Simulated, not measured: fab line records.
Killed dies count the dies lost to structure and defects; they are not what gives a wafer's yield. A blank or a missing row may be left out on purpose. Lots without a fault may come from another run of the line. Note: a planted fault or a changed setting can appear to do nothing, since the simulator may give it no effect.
8D (eight disciplines) problem report, filled in by code	flow sky130	the parts of the form that need people (team, actions taken, sign-off) are left out

## 1. THE PROBLEM
On 3 wafers of 1 lot, run length s at SKY_SONOS_TUNNEL_WET_ETCH_10 has a mean of 113 s; fault-free wafers read 308 s, standard deviation 3.7. Relative to the usual mean, that is a shift of -53 standard deviations.
The step: etches SiO2 in dHF, target depth 14 nm, time 280 s.
First seen on wafer L652.1, day 17 09:32, on wet bench-04. The record holds 39 wafers of 13 lots with a number at this step. Rule for "out" (also "out of limits"): further than 4 standard deviations from the usual mean. All remaining wafers that have a number are taken as sound.

## 2. WHAT IT IS AND WHAT IT IS NOT
question	is	is not
which readings at this step	run length s	-
which lots	L652	L637, L638, L640, L641, L642, L643, L644, L646, L656, L658, L659, L660
which wafers of those lots	all that have a number	-
read on which tools	wet bench-04	wet bench-01, wet bench-02
when	from day 17 09:32	up to then (24 sound wafers); but 12 sound wafers of L656, L658, L659, L660 came after

## 3. THE SUSPECTS, EACH WITH WHAT RULES IT OUT
Counting: a tool at a process step up to the reading stays a suspect if it ran every lot that is out and no sound lot after the first of them.
- wet bench-04 at SKY_SONOS_TUNNEL_WET_ETCH_10 (etches SiO2 in dHF, target depth 14 nm, time 280 s): kept. It ran the lot that is out, L652 (day 17 09:32), and no sound lot after that; its last sound lot up to then is L646 (day 14 07:08). On those wafers its own readings are out: run length s.
The count leaves wet bench-04 at SKY_SONOS_TUNNEL_WET_ETCH_10.

## 4. THE CAUSE (what the simulator had put in)
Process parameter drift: wet bench-04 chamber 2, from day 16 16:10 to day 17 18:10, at SKY_SONOS_TUNNEL_WET_ETCH_10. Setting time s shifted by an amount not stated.
This tool alone remained once counting was done.

## 5. THE CHAIN OF EFFECTS, in route order
Each row: a reading where the mean over the struck wafers with a number is more than 3 standard deviations away from the usual. Readings are gone through only where the record gives a usual standard deviation; hours: the median, over the lots, of the time from a lot's start at the first step in this table giving one to that lot's start at this step; sigmas: the change measured in usual standard deviations.
hours	step	reading	usual	on struck wafers	change	sigmas
0	SKY_SONOS_TUNNEL_WET_ETCH_10	run length s	308 s	113	-195	-53
Here are the process steps it includes:
- SKY_SONOS_TUNNEL_WET_ETCH_10: etches SiO2 in dHF, target depth 14 nm, time 280 s.
Later steps that measure or inspect, where all struck wafers having a row at the step show a number for every such reading and not one has moved that far: SKY_SONOS_ONO_THK_MEAS_01.

## 6. WHAT WOULD HAVE CAUGHT IT SOONER
In this record no reading fell out of limits until day 17 09:32, 17 hours after the fault had begun at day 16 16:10.
